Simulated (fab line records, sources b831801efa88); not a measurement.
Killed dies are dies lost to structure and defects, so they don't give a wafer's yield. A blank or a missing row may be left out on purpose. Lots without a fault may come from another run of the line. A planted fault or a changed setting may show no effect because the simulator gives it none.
fab line records | flow sky130
record lots=6 wafers=18 last_day=50
route steps=708 shown LOCAL_INTERCONNECT@402 CONTACT@406 PAD_OPEN@708
lots that met no fault: from a run of the same line without faults
start_h: hours from the record's first day to the start of the lot's first wafer shown | wait_h: hours since the lot's step before | " the same as in the row above | L1.1+2: a row that stands for several wafers | - no value, or no start given | * or withheld: withheld | < > ~ a bound
route shown NAME@n: a module of which the file shows steps, and the number in the route of the first | usual: mean/standard deviation of fault-free wafers | same: alike in all rows | chamber/n: place in a boat | sites: the reading at each site | _std_site: their standard deviation | _edge_site: outer sites' mean less inner sites' | radius_mm: how far each site lies from the wafer's centre | mask NAME#n: copy n | behind: the tool/chamber that last shaped the wafer | hold: why the lot was held/for how many hours/how that ended | device: the transistor (n, p or np) that didn't switch | end of line: the same wafers' tests at the end of the route | a step without rows: its recipe alone | killed: dies lost to structure and defects at the first sort, not the wafer's yield | map: a wafer's dies, x killed, . not, _ none there
set.NAME: the setting as run; set.NAME@STEP: as run at that earlier step | model.NAME: the simulator's own value behind a step, which no gauge read
lots at some steps of the route; a table a step, a row a wafer
services: from which hour (start_h, from the record's first day; less than 0 if before it) a tool's chamber was out of use, for how many hours, and why
## steps
# step SKY_LOCAL_INTERCONNECT_STRIP_15
# recipe chemistry=O2/N2 power_w=1400 pressure_mtorr=1500 platen_temp_c=withheld o2_flow_sccm=3000 n2_flow_sccm=300 overash_fraction=0.5
# usual drypump_motor_current_A=5.9/0.53 oes_product_au=0.429/0.0051 strip_time_to_endpoint_s=4.766/0.021
# columns lot.wafer tool chamber start_h wait_h drypump_motor_current_A oes_product_au rf_hours_counter_h strip_time_to_endpoint_s
L740.2 plasma_asher-04 0 707.76 0.0 6.4 0.428 80 4.781
L740.5 " 1 " " 6.2 0.437 - 4.803
L740.6 " 0 " " 6.4 0.431 - 4.749
L746.1 plasma_asher-04 1 751.92 0.0 6.2 0.434 84 4.768
L746.2 " 0 " " 6.4 0.429 84 4.766
L746.5 " 1 " " 6.2 0.425 - 4.761
L753.1 plasma_asher-03 1 814.82 0.0 5.8 0.440 38 4.771
L753.2 " 0 " " 5.4 0.422 38 4.719
L753.5 " 1 " " 5.8 0.434 - 4.751
L754.1 plasma_asher-04 0 816.09 0.1 6.3 0.422 90 4.777
L754.4 " 0 " " 6.4 0.432 - 4.798
L754.5 " 0 " " 6.4 0.432 - 4.782
L755.1 plasma_asher-01 1 824.65 0.1 5.1 0.430 72 4.725
L755.5 " 0 " " 6.6 0.435 - 4.739
L755.6 " 1 " " 5.1 0.429 - 4.776
L762.1 plasma_asher-03 0 868.98 0.0 5.4 0.432 44 4.768
L762.2 " 1 " " 5.8 0.428 44 4.771
L762.5 " 1 " " 5.8 0.426 - 4.771
# step SKY_LOCAL_INTERCONNECT_STRIP_16
# recipe chemistry=post_etch_residue_remover time_s=1200 temp_c=72.5
# step SKY_LOCAL_INTERCONNECT_CLEAN_17
# recipe chemistry=IPA time_s=180 temp_c=25
# step SKY_LOCAL_INTERCONNECT_CLEAN_18
# recipe chemistry=O3/DIW dry=n2_spin
# step SKY_CONTACT_CVD_00
# recipe material=Si3N4 target_thk_nm=75 temp_c=400 time_s=withheld rf_w=450
# usual heater_power_outer_w=404/56 heater_power_w=695/100
# columns lot.wafer tool chamber start_h wait_h heater_power_outer_w heater_power_w
L740.2 pecvd-01 0 708.36 0.0 402 706
L740.5 " 2 " " 394 640
L740.6 " 1 " " 493 750
L746.1 pecvd-01 2 752.55 0.0 323 535
L746.2 " 1 " " 482 752
L746.5 " 0 " " 417 736
L753.1 pecvd-01 0 815.51 0.0 363 643
L753.2 " 1 " " 485 763
L753.5 " 2 " " 380 628
L754.1 pecvd-03 0 816.78 0.0 414 646
L754.4 " 2 " " 411 708
L754.5 " 1 " " 414 838
L755.1 pecvd-01 1 825.30 0.0 437 743
L755.5 " 2 " " 374 630
L755.6 " 0 " " 418 719
L762.1 pecvd-01 1 869.58 0.0 492 801
L762.2 " 2 " " 335 573
L762.5 " 1 " " 488 774
# step SKY_CONTACT_THK_MEAS_01
# recipe reads=Si3N4_of_CONTACT_CVD_00
# usual CONTACT_CVD_00_THK=74.7/0.9
# columns lot.wafer tool chamber start_h wait_h CONTACT_CVD_00_THK[nm]
L740.2 film_metro-02 - 708.41 - 74.1
L740.5 " - " " 75.0
L740.6 " - " " 76.3
L746.1 film_metro-02 - 752.59 - 73.5
L746.2 " - " " 74.9
L746.5 " - " " 75.4
L753.1 film_metro-02 - 815.55 - 74.7
L753.2 " - " " 76.0
L753.5 " - " " 76.3
L754.1 film_metro-01 - 816.81 - 73.9
L754.4 " - " " 75.7
L754.5 " - " " 74.8
L755.1 film_metro-02 - 825.33 - 75.0
L755.5 " - " " 75.5
L755.6 " - " " 75.0
L762.1 film_metro-01 - 869.61 - 73.6
L762.2 " - " " 73.4
L762.5 " - " " 74.8
# step SKY_CONTACT_HDPCVD_02
# recipe material=SiO2 target_thk_nm=565 sigma_open_frac=0.3 time_s=94.2 temp_c=600 sih4_flow_sccm=60 pressure_mtorr=6
# step SKY_CONTACT_THK_MEAS_03
# recipe reads=SiO2_of_CONTACT_HDPCVD_02
# usual CONTACT_HDPCVD_THK=565/7
# columns lot.wafer tool chamber start_h wait_h CONTACT_HDPCVD_THK[nm]
L740.2 film_metro-01 - 708.54 0.0 546
L740.5 " - " " 552
L740.6 " - " " 563
L746.1 film_metro-03 - 752.72 0.0 569
L746.2 " - " " 558
L746.5 " - " " 562
L753.1 film_metro-01 - 815.67 0.0 568
L753.2 " - " " 567
L753.5 " - " " 560
L754.1 film_metro-02 - 816.97 0.1 567
L754.4 " - " " 557
L754.5 " - " " 557
L755.1 film_metro-01 - 825.46 0.0 568
L755.5 " - " " 565
L755.6 " - " " 570
L762.1 film_metro-03 - 869.74 0.0 576
L762.2 " - " " 564
L762.5 " - " " 564
# step SKY_CONTACT_CMP_04
# recipe material=SiO2 down_force_psi=4 platen_rpm=60 pad_velocity_m_s=0.94248
# usual head_pressure_psi=4.000/0.0087 motor_current_A=11.9/1.3 slurry_flow_ml_min=150.0/0.45 time_to_endpoint_s=81/5.3
# columns lot.wafer tool chamber start_h wait_h head_pressure_psi motor_current_A slurry_flow_ml_min time_to_endpoint_s
L740.2 cmp-02 0 708.69 0.1 4.000 11.2 149.3 72
L740.5 " 2 " " 3.981 12.7 149.6 80
L740.6 " 3 " " 3.998 13.8 149.4 83
L746.1 cmp-02 3 752.78 0.1 4.003 14.0 150.4 85
L746.2 " 2 " " 3.996 12.6 149.7 82
L746.5 " 3 " " 3.993 14.3 150.2 79
L753.2 cmp-01 1 815.78 0.1 3.997 11.1 150.0 76
L753.1 " 2 " " 4.007 10.8 149.6 81
L753.5 " 1 " " 4.001 10.8 149.9 70
L754.4 cmp-02 1 817.08 0.1 4.011 11.9 150.3 89
L754.1 " 2 " " 3.987 12.3 149.9 85
L754.5 " 1 " " 4.006 12.0 150.6 88
L755.1 cmp-02 1 825.57 0.1 4.003 12.4 150.5 93
L755.6 " 0 " " 3.995 11.1 150.7 84
L755.5 " 1 " " 3.990 12.0 150.1 92
L762.1 cmp-01 1 869.80 0.1 3.999 10.6 150.0 82
L762.2 " 0 " " 3.982 12.3 149.3 82
L762.5 " 2 " " 4.010 10.2 149.2 81
# step SKY_CONTACT_BOW_MEAS_05
# recipe mode=bow
# usual CONTACT_BOW=83/7
# columns lot.wafer tool chamber start_h wait_h CONTACT_BOW[um]
L740.2 film_metro-01 - 708.91 0.2 70
L740.5 " - " " 85
L740.6 " - " " 80
L746.1 film_metro-03 - 753.08 0.2 76
L746.2 " - " " 85
L746.5 " - " " 96
L753.1 film_metro-02 - 816.03 0.1 83
L753.2 " - " " 83
L753.5 " - " " 95
L754.1 film_metro-03 - 817.33 0.1 87
L754.4 " - " " 82
L754.5 " - " " 89
L755.1 film_metro-03 - 825.82 0.2 88
L755.5 " - " " 92
L755.6 " - " " 79
L762.1 film_metro-02 - 870.10 0.2 83
L762.2 " - " " 60
L762.5 " - " " 83
# step SKY_CONTACT_DEHYDRATE_06
# recipe temp_c=200 time_s=60
# step SKY_CONTACT_HMDS_07
# recipe prime_time_s=60 prime_temp_c=120
# step SKY_CONTACT_COAT_08
# recipe resist=BARC temp_c=withheld time_s=withheld spin_rpm=3000 resist_thk_nm=60
# usual exhaust_pa=44.9/1 spin_speed_rpm=3000.0/2.2
# columns lot.wafer tool chamber start_h wait_h exhaust_pa spin_speed_rpm
L740.2 litho_track-03 0 722.42 0.1 44.5 2998.6
L740.5 " 0 " " 45.3 3000.4
L740.6 " 0 " " 44.6 3002.1
L746.1 litho_track-03 0 766.59 0.1 43.4 2998.0
L746.2 " 0 " " 43.8 2999.4
L746.5 " 0 " " 44.6 3000.3
L753.1 litho_track-02 0 829.55 0.1 45.3 2994.9
L753.2 " 0 " " 45.1 2995.7
L753.5 " 0 " " 45.1 2995.6
L754.1 litho_track-03 0 830.34 0.1 45.7 2675.2
L754.4 " 0 " " 45.1 2670.0
L754.5 " 0 " " 44.7 2669.0
L755.1 litho_track-03 0 838.14 0.1 45.0 2669.0
L755.5 " 0 " " 43.6 2671.4
L755.6 " 0 " " 45.1 2669.1
L762.1 litho_track-04 0 882.93 0.1 43.8 3002.3
L762.2 " 0 " " 44.5 3002.3
L762.5 " 0 " " 44.9 3001.1
# step SKY_CONTACT_COAT_09
# recipe resist=KrF-thick spin_rpm=3000 resist_thk_nm=450
# step SKY_CONTACT_SOFTBAKE_10
# recipe temp_c=100 time_s=90 resist=KrF-thick
# step SKY_CONTACT_EXPOSE_11
# recipe mask_id=CTM1 na=0.8 source_shape=annular sigma_inner=0.55 sigma_outer=0.85 target_cd_nm=170 dose_mj=38
# step SKY_CONTACT_PEB_12
# recipe peb_temp_c=withheld peb_time_s=withheld resist=KrF-thick
# step SKY_CONTACT_DEVELOP_13
# recipe develop_time_s=60 resist=KrF-thick dev_temp_c=21
# step SKY_CONTACT_CD_MEAS_14
# recipe target_cd_nm=170
# usual cd_nm=169.9/1.3
# columns lot.wafer tool chamber start_h wait_h cd_nm
L740.2 cd_sem-01 - 736.16 - 167.9
L740.5 " - " " 168.7
L740.6 " - " " 168.7
L746.1 cd_sem-01 - 780.44 - 170.6
L746.2 " - " " 170.5
L746.5 " - " " 169.5
L753.1 cd_sem-01 - 841.98 - 169.8
L753.2 " - " " 169.9
L753.5 " - " " 169.6
L754.1 cd_sem-02 - 843.70 - 170.0
L754.4 " - " " 170.7
L754.5 " - " " 171.1
L755.1 cd_sem-01 - 851.91 - 169.5
L755.5 " - " " 168.7
L755.6 " - " " 168.3
L762.1 cd_sem-01 - 896.08 - 167.7
L762.2 " - " " 169.7
L762.5 " - " " 168.9
# step SKY_CONTACT_OVL_MEAS_15
# usual CONTACT_OVL=0/5.2
# columns lot.wafer tool chamber start_h wait_h CONTACT_OVL[nm]
L740.2 overlay-01 - 736.27 0.1 1
L740.5 " - " " 0
L740.6 " - " " -1
L746.1 overlay-02 - 780.56 0.1 -3
L746.2 " - " " -8
L746.5 " - " " 1
L753.1 overlay-02 - 842.10 0.1 -4
L753.2 " - " " 2
L753.5 " - " " -4
L754.1 overlay-02 - 843.82 0.1 -3
L754.4 " - " " 4
L754.5 " - " " 0
L755.1 overlay-02 - 852.03 0.1 -1
L755.5 " - " " 1
L755.6 " - " " 6
L762.1 overlay-02 - 896.20 0.1 3
L762.2 " - " " 2
L762.5 " - " " 8
# step SKY_CONTACT_ETCH_16
# recipe chemistry=N2/H2 target=BARC ion_energy_ev=200 source_w=500 bias_w=100 pressure_mtorr=30 n2_flow_sccm=100 h2_flow_sccm=200 stop_on=SiO2 time_s=45.9 target_depth_a=600
# usual drypump_motor_current_A=5.5/0.41 oes_product_au=0.855/0.0046 throttle_valve_pct=13.225/0.0086
# columns lot.wafer tool chamber start_h wait_h drypump_motor_current_A oes_product_au rf_hours_counter_h throttle_valve_pct model.etch.depth_nm
L740.2 rie_diel-02 3 736.30 0.0 5.2 0.850 36 13.229 59.88
L740.5 " 3 " " 5.2 0.854 - 13.240 60.02
L740.6 " 2 " " 5.3 0.854 - 13.213 60
L746.1 rie_diel-02 0 780.60 0.0 5.3 0.854 29 13.223 60.15
L746.2 " 2 " " 5.3 0.849 1 13.214 60.01
L746.5 " 2 " " 5.3 0.858 - 13.224 60.21
L753.1 rie_diel-03 0 842.13 0.0 5.3 0.853 10 13.225 60.27
L753.2 " 2 " " 6.1 0.860 17 13.229 60.4
L753.5 " 0 " " 5.3 0.859 - 13.222 60.41
L754.1 rie_diel-04 2 843.86 0.0 5.8 0.882 6 13.218 63.65
L754.4 " 2 " " 5.8 0.883 - 13.232 63.87
L754.5 " 1 " " 5.6 0.875 - 13.232 63.68
L755.1 rie_diel-02 1 852.07 0.0 5.9 0.876 19 13.217 63.51
L755.5 " 1 " " 5.9 0.879 - 13.231 63.69
L755.6 " 3 " " 5.2 0.880 - 13.238 63.69
L762.1 rie_diel-04 2 896.23 0.0 5.7 0.851 8 13.234 60.22
L762.2 " 1 " " 5.6 0.865 9 13.229 60.19
L762.5 " 0 " " 4.9 0.843 - 13.216 60.4
# step SKY_CONTACT_ETCH_17
# recipe target=SiO2 chemistry=C4F8/O2/Ar stop_on=Si3N4 mask_material=KrF-thick source_w=1500 bias_w=1200 pressure_mtorr=40 c4f8_flow_sccm=withheld O2_flow_sccm=6 Ar_flow_sccm=300 time_s=withheld target_depth_a=3400
# usual oes_product_au=0.891/0.0051
# columns lot.wafer tool chamber start_h wait_h oes_product_au
L740.2 rie_diel-02 3 736.34 0.0 0.892
L740.5 " 3 " " 0.887
L740.6 " 2 " " 0.892
L746.1 rie_diel-02 0 780.64 0.0 0.889
L746.2 " 2 " " 0.890
L746.5 " 2 " " 0.882
L753.1 rie_diel-03 0 842.17 0.0 0.891
L753.2 " 2 " " 0.890
L753.5 " 0 " " 0.883
L754.1 rie_diel-04 2 843.90 0.0 0.897
L754.4 " 2 " " 0.896
L754.5 " 1 " " 0.899
L755.1 rie_diel-02 1 852.11 0.0 0.891
L755.5 " 1 " " 0.893
L755.6 " 3 " " 0.898
L762.1 rie_diel-04 2 896.27 0.0 0.883
L762.2 " 1 " " 0.885
L762.5 " 0 " " 0.894
# step SKY_PAD_OPEN_PROBE_99
# usual killed_at_M0_to_M3=43/6.6 killed_at_M4_up=3.0/1.7 killed_at_contacts=24/5.4 killed_at_front_end=16/4.6 killed_at_other=0.3/0.53 killed_dies=87/9.7 killed_open=47/7.3 killed_short=39/6.5
# same gross_dies=492 killed_at_back_side=0
# columns lot.wafer tool chamber start_h wait_h killed_at_M0_to_M3 killed_at_M4_up killed_at_contacts killed_at_front_end killed_at_other killed_dies killed_open killed_short
L740.2 prober-01 - 1076.26 0.1 42 2 21 11 0 76 47 29
L740.5 prober-01 - 1076.41 0.2 49 2 28 14 1 94 59 35
L740.6 prober-01 - 1076.46 0.2 33 0 22 14 2 71 39 32
L746.1 prober-01 - 1111.43 0.1 52 1 28 14 2 97 44 53
L746.2 prober-01 - 1111.48 0.1 35 7 18 15 0 75 40 35
L746.5 prober-01 - 1111.63 0.2 52 3 24 21 1 101 59 40
L753.1 prober-01 - 1155.93 0.1 48 5 40 17 0 110 57 53
L753.2 prober-01 - 1155.98 0.1 42 4 26 17 0 89 54 35
L753.5 prober-01 - 1156.13 0.2 44 4 24 20 1 93 47 45
L754.1 prober-02 - 1157.80 0.1 36 4 17 13 0 70 43 26
L754.4 prober-02 - 1157.95 0.2 44 3 30 12 0 89 41 47
L754.5 prober-02 - 1158.00 0.2 51 3 29 8 0 91 55 36
L755.1 prober-01 - 1161.25 0.1 54 1 25 14 1 95 62 32
L755.5 prober-01 - 1161.45 0.2 41 0 21 19 0 81 39 42
L755.6 prober-01 - 1161.50 0.2 56 3 28 15 0 102 41 61
L762.1 prober-02 - 1191.13 0.1 35 4 24 17 0 80 43 37
L762.2 prober-02 - 1191.18 0.1 39 1 28 12 0 80 44 36
L762.5 prober-02 - 1191.33 0.2 44 6 15 16 0 81 50 31
# killed by level:class
L740.2 LI_CONTACT:geometric_particle:open=8 VIA2:geometric_particle:open=8 VIA1:geometric_particle:open=6 CONTACT:geometric_particle:open=6 VIA3:geometric_particle:open=5 POLY_GATE:geometric_particle:open=4 VIA1:geometric_particle:short=4 METAL3:geometric_particle:short=4
L740.5 VIA1:geometric_particle:open=17 LI_CONTACT:geometric_particle:open=8 CONTACT:geometric_particle:open=8 VIA2:geometric_particle:open=7 VIA3:geometric_particle:open=5 VIA1:geometric_particle:short=5 LI_CONTACT:geometric_particle:short=4 POLY_GATE:geometric_particle:short=3
L740.6 VIA3:geometric_particle:open=8 CONTACT:geometric_particle:open=7 VIA1:geometric_particle:open=6 FIELD_ISO:geometric_particle:open=5 LI_CONTACT:geometric_particle:open=5 LOCAL_INTERCONNECT:geometric_particle:short=5 POLY_GATE:geometric_particle:open=4 METAL3:geometric_particle:short=4
L746.1 METAL1:geometric_particle:short=12 VIA3:geometric_particle:open=10 LI_CONTACT:geometric_particle:open=7 LOCAL_INTERCONNECT:geometric_particle:short=7 CONTACT:geometric_particle:open=6 VIA1:geometric_particle:short=6 VIA1:geometric_particle:open=6 VIA2:geometric_particle:open=6
L746.2 VIA1:geometric_particle:open=9 POLY_GATE:geometric_particle:open=6 LI_CONTACT:geometric_particle:open=6 VIA2:geometric_particle:open=6 CONTACT:geometric_particle:open=5 VIA2:geometric_particle:short=5 CONTACT:geometric_particle:short=4 METAL1:geometric_particle:short=4
L746.5 VIA3:geometric_particle:open=12 VIA1:geometric_particle:open=12 CONTACT:geometric_particle:open=11 LI_CONTACT:geometric_particle:open=8 METAL2:geometric_particle:short=7 VIA2:geometric_particle:open=6 POLY_GATE:geometric_particle:short=5 FIELD_ISO:geometric_particle:short=4
L753.1 CONTACT:geometric_particle:open=13 LI_CONTACT:geometric_particle:short=10 VIA1:geometric_particle:open=8 METAL2:geometric_particle:short=8 FIELD_ISO:geometric_particle:open=7 VIA2:geometric_particle:open=7 METAL1:geometric_particle:short=6 LI_CONTACT:geometric_particle:open=6
L753.2 VIA1:geometric_particle:open=19 LI_CONTACT:geometric_particle:open=8 VIA2:geometric_particle:open=8 CONTACT:geometric_particle:short=7 CONTACT:geometric_particle:open=5 POLY_GATE:geometric_particle:short=5 METAL1:geometric_particle:short=5 VIA3:geometric_particle:open=4
L753.5 VIA1:geometric_particle:open=12 LI_CONTACT:geometric_particle:open=7 METAL2:geometric_particle:short=7 METAL1:geometric_particle:short=7 VIA2:geometric_particle:open=6 FIELD_ISO:geometric_particle:short=5 FIELD_ISO:geometric_particle:open=5 POLY_GATE:geometric_particle:short=5
L754.1 VIA1:geometric_particle:open=11 CONTACT:geometric_particle:open=7 LI_CONTACT:geometric_particle:open=5 VIA2:geometric_particle:open=5 VIA3:geometric_particle:open=5 METAL2:geometric_particle:short=4 LOCAL_INTERCONNECT:geometric_particle:short=3 METAL1:geometric_particle:short=3
L754.4 CONTACT:geometric_particle:open=11 METAL2:geometric_particle:short=9 VIA1:geometric_particle:open=9 CONTACT:geometric_particle:short=8 VIA2:geometric_particle:short=7 VIA3:geometric_particle:open=5 LI_CONTACT:geometric_particle:open=4 LOCAL_INTERCONNECT:geometric_particle:short=4
L754.5 CONTACT:geometric_particle:open=15 VIA1:geometric_particle:open=10 VIA3:geometric_particle:open=8 VIA1:geometric_particle:short=7 LI_CONTACT:geometric_particle:open=6 METAL1:geometric_particle:short=6 VIA2:geometric_particle:open=6 CONTACT:geometric_particle:short=5
L755.1 VIA1:geometric_particle:open=21 VIA2:geometric_particle:open=10 LI_CONTACT:geometric_particle:open=9 CONTACT:geometric_particle:open=7 POLY_GATE:geometric_particle:open=6 POLY_GATE:geometric_particle:short=4 VIA2:geometric_particle:short=4 VIA3:geometric_particle:open=4
L755.5 VIA3:geometric_particle:open=9 POLY_GATE:geometric_particle:short=7 CONTACT:geometric_particle:open=7 LI_CONTACT:geometric_particle:open=6 METAL2:geometric_particle:short=6 FIELD_ISO:geometric_particle:short=5 VIA2:geometric_particle:open=5 METAL1:geometric_particle:short=4
L755.6 CONTACT:geometric_particle:short=10 VIA1:geometric_particle:open=10 METAL2:geometric_particle:short=10 METAL1:geometric_particle:short=7 VIA3:geometric_particle:open=7 LI_CONTACT:geometric_particle:open=6 CONTACT:geometric_particle:open=6 VIA3:geometric_particle:short=6
L762.1 VIA1:geometric_particle:open=10 CONTACT:geometric_particle:open=7 CONTACT:geometric_particle:short=6 VIA3:geometric_particle:open=6 FIELD_ISO:geometric_particle:open=5 POLY_GATE:geometric_particle:short=4 LI_CONTACT:geometric_particle:open=4 LOCAL_INTERCONNECT:geometric_particle:short=4
L762.2 CONTACT:geometric_particle:open=13 LI_CONTACT:geometric_particle:open=9 VIA3:geometric_particle:open=8 VIA1:geometric_particle:short=6 VIA1:geometric_particle:open=6 METAL2:geometric_particle:short=5 POLY_GATE:geometric_particle:short=4 CONTACT:geometric_particle:short=4
L762.5 VIA1:geometric_particle:open=12 VIA2:geometric_particle:open=7 LI_CONTACT:geometric_particle:open=7 FIELD_ISO:geometric_particle:open=5 VIA3:geometric_particle:open=5 CONTACT:geometric_particle:open=5 METAL1:geometric_particle:short=5 POLY_GATE:geometric_particle:open=4
## services
# columns tool chamber start_h hours kind
cmp-02 - 684.21 8.5 pm
rie_diel-02 2 685.13 2.8 repair
rie_diel-04 - 688.66 0.2 repair
rie_diel-02 0 692.49 4.5 repair
cmp-01 - 697.10 0.3 repair
cmp-01 - 725.82 3.5 repair
cmp-01 - 737.27 2.6 repair
rie_diel-02 - 738.04 1.3 repair
rie_diel-04 3 740.09 11.0 repair
cmp-01 - 744.15 4.0 pm
plasma_asher-04 - 756.21 0.7 repair
plasma_asher-04 - 774.22 2.0 repair
plasma_asher-04 - 779.55 1.2 repair
rie_diel-02 - 788.04 15.6 pm
rie_diel-03 2 801.36 4.8 repair
rie_diel-04 0 806.76 10.0 repair
cmp-01 - 817.20 0.9 repair
rie_diel-02 0 820.57 6.0 repair
cmp-01 - 831.09 2.7 repair
cmp-01 - 835.00 17.5 pm
rie_diel-04 0 839.58 5.2 repair
rie_diel-04 3 868.09 4.5 repair
rie_diel-03 - 883.17 2.8 pm
plasma_asher-03 - 886.13 32.1 repair
## key
first_sign step=SKY_CONTACT_COAT_08 reading=spin_speed_rpm direction=down sigmas=99+ usual=3000.0 struck=2670.6
effect step=SKY_CONTACT_ETCH_16 reading=oes_product_au direction=up sigmas=5.3 usual=0.855 struck=0.879
model_effect step=SKY_CONTACT_ETCH_16 value=etch.depth_nm without=60.08 struck=63.68
met_at SKY_CONTACT_COAT_08
struck_wafers L754.1,L754.4,L754.5,L755.1,L755.5,L755.6
tester_left_out L754,L755
onset_between 766.59 830.34
fault kind=process_parameter_drift tool=litho_track-03 chamber=- onset_h=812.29 steps=SKY_CONTACT_COAT_08 channel=spin_rpm offset=-329.43 shape=step end_h=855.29 acts_in=these_recipes_only stated=3000
# tester_left_out: of these lots the tester's yield and bins aren't shown, on N5 and GAA mostly nor the transistor test; their killed dies are dies lost to structure and defects alone, not to doping, threshold or leakage, so they don't give the yield
